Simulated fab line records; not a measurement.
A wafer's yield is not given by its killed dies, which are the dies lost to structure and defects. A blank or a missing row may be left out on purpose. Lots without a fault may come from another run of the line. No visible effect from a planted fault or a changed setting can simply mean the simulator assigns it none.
fab line records	flow sky130
record: lots: 6	wafers: 18	last-day: 50
route steps=708 shown SD_N@344 SD_P@359 RES_XHIGH@360 PAD_OPEN@708
lots that met no fault: from a run of the same line without faults
start-h: hours from the record's opening day to when the first of the lot's shown wafers began	wait-h: hours elapsed since this lot's preceding step	" repeats the value in the row above	L1.1+2: one row covering several wafers at once	- value missing, or start not given	* or withheld: withheld	< > ~ a bound
route shown NAME@n: names a module that has steps shown in the file, with the first one's number in the route	usual: mean/standard deviation taken from wafers without a fault	same: alike in all rows	chamber/n: place in a boat	sites: per-site readings	_std_site: standard deviation of those values	_edge_site: outer sites' mean less inner sites'	radius-mm: how far each site lies from the wafer's centre	mask NAME#n: copy n	behind: the most recent tool/chamber to have shaped the wafer	hold: reason for holding the lot/hours on hold/outcome of the hold	device: whichever transistor did not switch (one of n, p or np)	end of line: the route-end tests of the same wafers	a step without rows: its recipe alone	killed: dies lost to structure and defects at the first sort, not the wafer's yield	map: shows each die of a wafer: x if killed, . if not, _ if none is there
set.NAME: the setting as run; set.NAME@STEP: as run at that earlier step	model.NAME: the simulator's own value behind a step, which no gauge read
certain route steps with their lots: each step a table, each wafer a row
services: the hour from which a tool's chamber was out of use, counted from the record's first day as start-h (under 0 if before that day), plus the number of hours and why
== steps ==
step: SKY_SD_N_COAT_02
recipe: resist: NOVOLAK	spin-rpm: 3000	resist-thk-nm: 1140
step: SKY_SD_N_SOFTBAKE_03
recipe: temp-c: 90	time-s: 60	resist: NOVOLAK
step: SKY_SD_N_EXPOSE_04
recipe: mask-id: NSDM	na: 0.6	source-shape: conventional	sigma-outer: 0.6	polarization: unpolarized	target-cd-nm: 380	dose-mj: 141
step: SKY_SD_N_PEB_05
recipe: temp-c: withheld	time-s: *	resist: NOVOLAK
step: SKY_SD_N_DEVELOP_06
recipe: resist: NOVOLAK	developer: TMAH	develop-time-s: 60	dev-temp-c: 23
step: SKY_SD_N_CD_MEAS_07
recipe: target-cd-nm: 380
usual: cd-nm: 380.7/1.8
lot.wafer	tool	chamber	start-h	wait-h	cd-nm
L343.1	cd-sem-02	-	638.52	0.1	379.4
L343.2	"	-	"	"	379.6
L343.6	"	-	"	"	378.9
L351.2	cd-sem-01	-	726.26	0.1	382.8
L351.4	"	-	"	"	381.2
L351.5	"	-	"	"	382.8
L354.2	cd-sem-01	-	740.08	0.1	382.2
L354.3	"	-	"	"	384.1
L354.4	"	-	"	"	381.9
L362.3	cd-sem-02	-	794.86	0.1	380.6
L362.4	"	-	"	"	380.9
L362.6	"	-	"	"	384.0
L363.2	cd-sem-01	-	800.02	0.1	380.1
L363.5	"	-	"	"	379.1
L363.6	"	-	"	"	378.4
L366.2	cd-sem-02	-	827.78	0.1	380.8
L366.3	"	-	"	"	381.9
L366.4	"	-	"	"	383.7
step: SKY_SD_N_OVL_MEAS_08
usual: SD_N_OVL: 1.1/1.4
lot.wafer	tool	chamber	start-h	wait-h	SD_N_OVL[nm]
L343.1	overlay-02	-	638.64	0.1	1.4
L343.2	"	-	"	"	0.1
L343.6	"	-	"	"	-1.0
L351.2	overlay-01	-	726.36	0.1	-0.1
L351.4	"	-	"	"	2.1
L351.5	"	-	"	"	0.3
L354.2	overlay-02	-	740.19	0.1	1.7
L354.3	"	-	"	"	1.5
L354.4	"	-	"	"	0.6
L362.3	overlay-02	-	794.95	0.1	1.2
L362.4	"	-	"	"	0.8
L362.6	"	-	"	"	3.0
L363.2	overlay-02	-	800.13	0.1	-0.9
L363.5	"	-	"	"	0.6
L363.6	"	-	"	"	1.4
L366.2	overlay-01	-	827.89	0.1	0.1
L366.3	"	-	"	"	2.1
L366.4	"	-	"	"	1.4
step: SKY_SD_N_IMPLANT_09
recipe: species: As	energy-kev: 50	dose-cm2: 4e+15	tilt-deg: 0
step: SKY_SD_N_IMPLANT_10
recipe: species: P	energy-kev: 20	dose-cm2: 1e+14	tilt-deg: 0
step: SKY_SD_N_STRIP_11
recipe: chemistry: O2/N2	power-w: 1400	pressure-mtorr: 1500	platen-temp-c: withheld	o2-flow-sccm: 3000	n2-flow-sccm: 300	overash-fraction: 0.5
usual: drypump-motor-current-A: 5.8/0.63	n2-flow-sccm: 299.9/0.89	oes-product-au: 0.528/0.0048	strip-time-to-endpoint-s: 22.58/0.04
lot.wafer	tool	chamber	start-h	wait-h	drypump-motor-current-A	n2-flow-sccm	oes-product-au	rf-hours-counter-h	strip-time-to-endpoint-s
L343.1	plasma-asher-04	1	638.97	0.1	6.1	299.7	0.531	49	22.61
L343.2	"	0	"	"	6.7	299.7	0.534	49	22.57
L343.6	"	1	"	"	6.1	300.0	0.522	-	22.63
L351.2	plasma-asher-03	1	726.69	0.1	5.5	299.5	0.527	27	22.63
L351.4	"	0	"	"	5.0	299.7	0.535	-	22.58
L351.5	"	1	"	"	5.5	299.7	0.532	-	22.64
L354.2	plasma-asher-01	1	740.82	0.2	5.0	300.7	0.529	95	22.66
L354.3	"	0	"	"	5.4	300.6	0.520	-	22.65
L354.4	"	1	"	"	5.0	300.7	0.530	-	22.65
L362.3	plasma-asher-01	0	795.31	0.1	5.4	298.7	0.525	-	22.59
L362.4	"	1	"	"	5.0	300.4	0.536	-	22.59
L362.6	"	0	"	"	5.4	299.0	0.533	-	22.60
L363.2	plasma-asher-01	0	800.46	0.1	5.4	301.9	0.523	101	22.55
L363.5	"	0	"	"	5.4	301.4	0.524	-	22.55
L363.6	"	1	"	"	5.0	299.8	0.536	-	22.56
L366.2	plasma-asher-01	1	828.22	0.1	5.0	300.2	0.529	104	22.50
L366.3	"	0	"	"	5.4	299.2	0.534	-	22.52
L366.4	"	1	"	"	5.0	299.1	0.531	-	22.49
step: SKY_SD_N_TW_MEAS_12
usual: SD_N_TW: 3944/32
lot.wafer	tool	chamber	start-h	wait-h	SD_N_TW
L343.1	film-metro-01	-	639.07	0.1	4012
L343.2	"	-	"	"	4007
L343.6	"	-	"	"	4017
L351.2	film-metro-03	-	726.80	0.1	3918
L351.4	"	-	"	"	3897
L351.5	"	-	"	"	3929
L354.2	film-metro-01	-	740.93	0.1	3980
L354.3	"	-	"	"	4006
L354.4	"	-	"	"	3981
L362.3	film-metro-02	-	795.39	0.1	3915
L362.4	"	-	"	"	3945
L362.6	"	-	"	"	3921
L363.2	film-metro-01	-	800.57	0.1	3948
L363.5	"	-	"	"	3978
L363.6	"	-	"	"	3961
L366.2	film-metro-03	-	828.33	0.1	3935
L366.3	"	-	"	"	3920
L366.4	"	-	"	"	3940
step: SKY_SD_N_CLEAN_13
recipe: chemistry: SC1/SC2	mix: 1:4:20	temp-c: 70	time-s: 150	dry: n2-spin
step: SKY_SD_N_RTA_14
recipe: temp-c: 1075	time-s: 2	idle-temp-c: 650	ramp-up-c-per-s: 150	ramp-down-c-per-s: 90	ambient: N2
usual: lamp-power-pct: 15.74/0.052	wafer_temp_C_max: 1078.2/1.2
lot.wafer	tool	chamber	start-h	wait-h	lamp-power-pct	wafer_temp_C_max
L343.1	rtp-anneal-02	0	639.18	0.0	15.77	1077.3
L343.2	"	0	"	"	15.68	1078.2
L343.6	"	0	"	"	15.63	1077.1
L351.2	rtp-anneal-01	0	726.91	0.0	15.71	1079.6
L351.4	"	0	"	"	15.70	1078.0
L351.5	"	0	"	"	15.70	1078.0
L354.2	rtp-anneal-01	0	741.04	0.0	15.74	1078.9
L354.3	"	0	"	"	15.87	1077.0
L354.4	"	0	"	"	15.74	1078.6
L362.3	rtp-anneal-01	0	795.50	0.0	15.69	1078.1
L362.4	"	0	"	"	15.71	1079.3
L362.6	"	0	"	"	15.69	1078.0
L363.2	rtp-anneal-02	0	800.68	0.0	15.72	1078.3
L363.5	"	0	"	"	15.84	1078.6
L363.6	"	0	"	"	15.64	1080.7
L366.2	rtp-anneal-01	0	828.44	0.0	15.76	1076.5
L366.3	"	0	"	"	15.79	1077.5
L366.4	"	0	"	"	15.75	1077.5
step: SKY_SD_N_RS_MEAS_16
recipe: thk-meas-gauge: four-point-probe
usual: SD_N_RS: 68.59/0.12
lot.wafer	tool	chamber	start-h	wait-h	SD_N_RS[ohm/sq]
L343.1	film-metro-03	-	639.35	0.1	68.60
L343.2	"	-	"	"	68.78
L343.6	"	-	"	"	68.68
L351.2	film-metro-01	-	727.09	0.1	71.19
L351.4	"	-	"	"	71.04
L351.5	"	-	"	"	71.22
L354.2	film-metro-02	-	741.22	0.1	71.30
L354.3	"	-	"	"	71.33
L354.4	"	-	"	"	71.41
L362.3	film-metro-01	-	795.70	0.1	68.67
L362.4	"	-	"	"	68.20
L362.6	"	-	"	"	68.41
L363.2	film-metro-02	-	800.87	0.1	68.63
L363.5	"	-	"	"	68.75
L363.6	"	-	"	"	68.54
L366.2	film-metro-02	-	828.62	0.1	68.76
L366.3	"	-	"	"	68.59
L366.4	"	-	"	"	68.66
step: SKY_SD_N_RS_MEAS_17
recipe: thk-meas-gauge: four-point-probe
usual: SD_P_RS: 147.1/0.33
lot.wafer	tool	chamber	start-h	wait-h	SD_P_RS[ohm/sq]
L343.1	film-metro-03	-	639.47	0.1	146.3
L343.2	"	-	"	"	147.4
L343.6	"	-	"	"	147.4
L351.2	film-metro-01	-	727.21	0.1	162.0
L351.4	"	-	"	"	161.9
L351.5	"	-	"	"	162.0
L354.2	film-metro-02	-	741.34	0.1	162.6
L354.3	"	-	"	"	162.2
L354.4	"	-	"	"	162.4
L362.3	film-metro-01	-	795.82	0.1	147.2
L362.4	"	-	"	"	146.6
L362.6	"	-	"	"	146.7
L363.2	film-metro-02	-	800.99	0.1	147.8
L363.5	"	-	"	"	147.7
L363.6	"	-	"	"	147.4
L366.2	film-metro-02	-	828.74	0.1	147.8
L366.3	"	-	"	"	147.5
L366.4	"	-	"	"	147.4
step: SKY_SD_N_RS_MEAS_18
recipe: thk-meas-gauge: four-point-probe
usual: RES_XHIGH_RS: 333.4/1.1
lot.wafer	tool	chamber	start-h	wait-h	RES_XHIGH_RS[ohm/sq]
L343.1	film-metro-03	-	639.59	0.1	332.9
L343.2	"	-	"	"	333.0
L343.6	"	-	"	"	332.7
L351.2	film-metro-01	-	727.33	0.1	335.8
L351.4	"	-	"	"	335.1
L351.5	"	-	"	"	335.1
L354.2	film-metro-02	-	741.46	0.1	334.6
L354.3	"	-	"	"	334.4
L354.4	"	-	"	"	335.8
L362.3	film-metro-01	-	795.94	0.1	334.2
L362.4	"	-	"	"	333.2
L362.6	"	-	"	"	333.4
L363.2	film-metro-02	-	801.11	0.1	333.4
L363.5	"	-	"	"	333.4
L363.6	"	-	"	"	332.1
L366.2	film-metro-02	-	828.86	0.1	335.5
L366.3	"	-	"	"	335.8
L366.4	"	-	"	"	336.7
step: SKY_PAD_OPEN_PROBE_99
usual: killed_at_M0_to_M3: 44/7.9	killed_at_M4_up: 3.1/2	killed-at-contacts: 23/4.9	killed-at-front-end: 15/3.9	killed-at-other: 0.2/0.49	killed-dies: 86/10	killed-open: 47/7.1	killed-short: 39/7.1
same: gross-dies: 492	killed-at-back-side: 0
lot.wafer	tool	chamber	start-h	wait-h	killed_at_M0_to_M3	killed_at_M4_up	killed-at-contacts	killed-at-front-end	killed-at-other	killed-dies	killed-open	killed-short	model.etest.res-xhigh-po.line-ohm-um	model.etest.res-xhigh-po.rs-ohm-sq-rim-less-centre	model.etest.res-xhigh-po.rs-ohm-sq-range	model.etest.res-xhigh-po.rs-ohm-sq	model.etest.pfet_01v8.r-on-ohm-um	model.etest.tip-p.rs-ohm-sq	model.etest.res-pdiff.line-ohm-um	model.etest.tip-p.rs-ohm-sq-rim-less-centre
L343.1	prober-02	-	1071.58	0.1	56	6	19	16	0	97	55	42	5312	-60.29	75.25	1906	2962	6910	1288	69.63
L343.2	prober-02	-	1071.63	0.1	45	4	22	18	0	89	51	38	5449	-59.18	79.8	1916	2945	6974	1352	-71.42
L343.6	prober-02	-	1071.83	0.2	37	1	19	23	0	80	52	28	5940	-58.15	80.85	2057	2965	6965	1352	-18.2
L351.2	prober-01	-	1135.06	0.1	31	5	29	11	0	76	43	33	6694	524.9	537.5	2390	3135	7106	1505	7.946
L351.4	prober-01	-	1135.16	0.2	47	1	20	18	0	86	43	43	6879	505.3	532.2	2356	3026	7078	1492	176.2
L351.5	prober-01	-	1135.21	0.2	36	1	40	21	0	98	59	39	7010	548.1	564.3	2457	3165	7133	1500	17.66
L354.2	prober-01	-	1142.87	0.1	35	2	29	10	0	76	48	27	6542	609.6	649	2314	3248	7021	1469	208.2
L354.3	prober-01	-	1142.92	0.2	34	2	28	17	2	83	45	38	6544	599.9	629.4	2259	3197	7044	1509	223.7
L354.4	prober-01	-	1142.97	0.2	38	5	13	22	1	79	40	37	6469	619.6	644.7	2249	3112	7039	1494	138.1
L362.3	prober-01	-	1180.29	0.2	49	5	20	9	1	84	52	32	5672	69.04	121.4	1991	2952	6885	1391	-3.223
L362.4	prober-01	-	1180.34	0.2	48	4	19	11	0	82	42	40	5644	59.57	115.8	2024	2917	6884	1382	115.4
L362.6	prober-01	-	1180.44	0.2	50	8	20	20	0	98	50	48	5697	66.45	98.33	2000	2891	6876	1410	169.3
L363.2	prober-02	-	1184.34	0.1	46	5	22	16	1	90	46	44	5540	-7.248	25.92	1910	2770	6681	1350	120.8
L363.5	prober-02	-	1184.49	0.2	35	6	22	16	0	79	42	37	5611	-1.512	33.72	1963	2760	6697	1387	21.56
L363.6	prober-02	-	1184.54	0.2	43	2	27	7	0	79	44	35	5932	-25.3	48.37	2058	2886	6698	1416	11.94
L366.2	prober-01	-	1199.57	0.1	40	0	22	13	0	75	46	28	5762	32.71	98.89	2016	2947	6926	1392	-55.25
L366.3	prober-01	-	1199.62	0.2	38	3	18	11	0	70	43	27	5974	41.68	112.4	2050	2873	6913	1395	-98.11
L366.4	prober-01	-	1199.67	0.2	40	1	17	14	0	72	39	33	6026	34.99	92.03	2116	2967	6905	1352	-35.77
killed by level:class
L343.1 VIA1:geometric-particle:open=15 VIA3:geometric-particle:open=9 VIA2:geometric-particle:open=6 METAL2:geometric-particle:short=6 CONTACT:geometric-particle:short=5 FIELD_ISO:geometric-particle:short=4 LOCAL_INTERCONNECT:geometric-particle:short=4 METAL1:geometric-particle:short=4
L343.2 VIA2:geometric-particle:open=10 VIA1:geometric-particle:open=10 CONTACT:geometric-particle:open=6 VIA3:geometric-particle:open=6 FIELD_ISO:geometric-particle:short=5 POLY_GATE:geometric-particle:short=4 LI_CONTACT:geometric-particle:open=4 LOCAL_INTERCONNECT:geometric-particle:short=4
L343.6 FIELD_ISO:geometric-particle:open=13 CONTACT:geometric-particle:open=8 VIA1:geometric-particle:open=8 VIA3:geometric-particle:open=7 METAL1:geometric-particle:short=6 VIA2:geometric-particle:open=6 FIELD_ISO:geometric-particle:short=4 LI_CONTACT:geometric-particle:open=4
L351.2 CONTACT:geometric-particle:open=14 VIA1:geometric-particle:open=7 LOCAL_INTERCONNECT:geometric-particle:short=6 VIA3:geometric-particle:open=6 VIA2:geometric-particle:open=5 FIELD_ISO:geometric-particle:short=5 LI_CONTACT:geometric-particle:open=5 VIA1:geometric-particle:short=5
L351.4 VIA3:geometric-particle:open=9 CONTACT:geometric-particle:open=8 VIA1:geometric-particle:short=7 FIELD_ISO:geometric-particle:open=6 METAL3:geometric-particle:short=6 VIA1:geometric-particle:open=6 FIELD_ISO:geometric-particle:short=5 METAL2:geometric-particle:short=5
L351.5 CONTACT:geometric-particle:open=20 VIA1:geometric-particle:open=11 FIELD_ISO:geometric-particle:short=8 LI_CONTACT:geometric-particle:open=6 LOCAL_INTERCONNECT:geometric-particle:short=6 VIA2:geometric-particle:open=5 VIA3:geometric-particle:open=5 FIELD_ISO:geometric-particle:open=4
L354.2 CONTACT:geometric-particle:open=14 VIA2:geometric-particle:open=9 VIA1:geometric-particle:open=8 VIA3:geometric-particle:open=6 FIELD_ISO:geometric-particle:open=5 LI_CONTACT:geometric-particle:open=5 CONTACT:geometric-particle:short=5 LOCAL_INTERCONNECT:geometric-particle:short=3
L354.3 VIA1:geometric-particle:open=10 LI_CONTACT:geometric-particle:open=7 CONTACT:geometric-particle:open=7 LI_CONTACT:geometric-particle:short=6 FIELD_ISO:geometric-particle:open=5 LOCAL_INTERCONNECT:geometric-particle:short=5 VIA2:geometric-particle:short=5 VIA2:geometric-particle:open=4
L354.4 VIA1:geometric-particle:open=9 FIELD_ISO:geometric-particle:open=7 FIELD_ISO:geometric-particle:short=6 VIA2:geometric-particle:open=6 LI_CONTACT:geometric-particle:open=5 METAL1:geometric-particle:short=5 METAL4:geometric-particle:short=5 CONTACT:geometric-particle:open=4
L362.3 VIA2:geometric-particle:open=10 VIA1:geometric-particle:open=9 VIA1:geometric-particle:short=8 VIA3:geometric-particle:open=8 LI_CONTACT:geometric-particle:open=7 CONTACT:geometric-particle:open=7 VIA3:geometric-particle:short=5 FIELD_ISO:geometric-particle:open=3
L362.4 VIA1:geometric-particle:open=12 VIA1:geometric-particle:short=9 VIA3:geometric-particle:open=6 CONTACT:geometric-particle:open=6 METAL2:geometric-particle:short=5 LI_CONTACT:geometric-particle:short=5 VIA2:geometric-particle:open=4 METAL4:geometric-particle:short=4
L362.6 VIA1:geometric-particle:open=16 FIELD_ISO:geometric-particle:short=9 CONTACT:geometric-particle:open=6 VIA1:geometric-particle:short=6 VIA3:geometric-particle:open=6 METAL3:geometric-particle:short=5 LOCAL_INTERCONNECT:geometric-particle:short=5 METAL2:geometric-particle:short=5
L363.2 CONTACT:geometric-particle:open=12 VIA1:geometric-particle:open=8 VIA1:geometric-particle:short=6 VIA2:geometric-particle:open=6 VIA3:geometric-particle:open=6 FIELD_ISO:geometric-particle:open=5 POLY_GATE:geometric-particle:short=5 METAL1:geometric-particle:short=5
L363.5 LI_CONTACT:geometric-particle:open=10 VIA2:geometric-particle:open=7 FIELD_ISO:geometric-particle:short=6 VIA1:geometric-particle:open=6 VIA2:geometric-particle:short=6 POLY_GATE:geometric-particle:short=5 METAL4:geometric-particle:short=5 CONTACT:geometric-particle:open=4
L363.6 LI_CONTACT:geometric-particle:open=8 CONTACT:geometric-particle:open=8 VIA3:geometric-particle:open=8 LOCAL_INTERCONNECT:geometric-particle:short=7 METAL2:geometric-particle:short=7 VIA2:geometric-particle:open=7 METAL1:geometric-particle:short=6 VIA1:geometric-particle:open=4
L366.2 VIA1:geometric-particle:open=14 CONTACT:geometric-particle:open=7 LOCAL_INTERCONNECT:geometric-particle:short=6 LI_CONTACT:geometric-particle:open=5 VIA3:geometric-particle:open=5 FIELD_ISO:geometric-particle:open=4 VIA2:geometric-particle:open=4 POLY_GATE:geometric-particle:short=3
L366.3 VIA1:geometric-particle:open=9 CONTACT:geometric-particle:open=7 METAL1:geometric-particle:short=6 METAL1:geometric-particle:open=6 VIA1:geometric-particle:short=5 LI_CONTACT:geometric-particle:open=4 VIA2:geometric-particle:open=4 FIELD_ISO:geometric-particle:open=3
L366.4 VIA1:geometric-particle:open=10 LI_CONTACT:geometric-particle:open=7 METAL1:geometric-particle:short=5 VIA3:geometric-particle:open=5 VIA2:geometric-particle:open=5 FIELD_ISO:geometric-particle:open=4 POLY_GATE:geometric-particle:short=4 VIA2:geometric-particle:short=4
== services ==
tool	chamber	start-h	hours	kind
plasma-asher-01	-	617.43	1.3	repair
plasma-asher-03	-	673.77	28.1	pm
rtp-anneal-01	-	709.40	5.5	pm
rtp-anneal-01	-	778.33	1.5	pm
plasma-asher-01	-	820.31	2.0	repair
== key ==
first-sign: step: SKY_SD_N_RS_MEAS_16	reading: SD_N_RS	direction: up	sigmas: 22	usual: 68.59	struck: 71.25
effect: step: SKY_SD_N_RS_MEAS_17	reading: SD_P_RS	direction: up	sigmas: 45	usual: 147.1	struck: 162.2
effect: step: SKY_SD_N_RS_MEAS_18	reading: RES_XHIGH_RS	direction: up	sigmas: 1.5	usual: 333.4	struck: 335.1
model-effect: step: SKY_PAD_OPEN_PROBE_99	value: etest.res-xhigh-po.line-ohm-um	without: 5645	struck: 6690
met-at SKY_SD_N_RTA_14
struck-wafers L351.2,L351.4,L351.5,L354.2,L354.3,L354.4
tester-left-out L351,L354
fault: kind: process-parameter-drift	tool: rtp-anneal-01	chamber: -	onset-h: 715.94	steps: SKY_SD_N_RTA_14	channel: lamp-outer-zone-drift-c	offset: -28	shape: step	end-h: 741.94
tester-left-out: of these lots the tester's yield and bins aren't shown, on N5 and GAA mostly nor the transistor test; their killed dies are dies lost to structure and defects alone, not to doping, threshold or leakage, so they don't give the yield
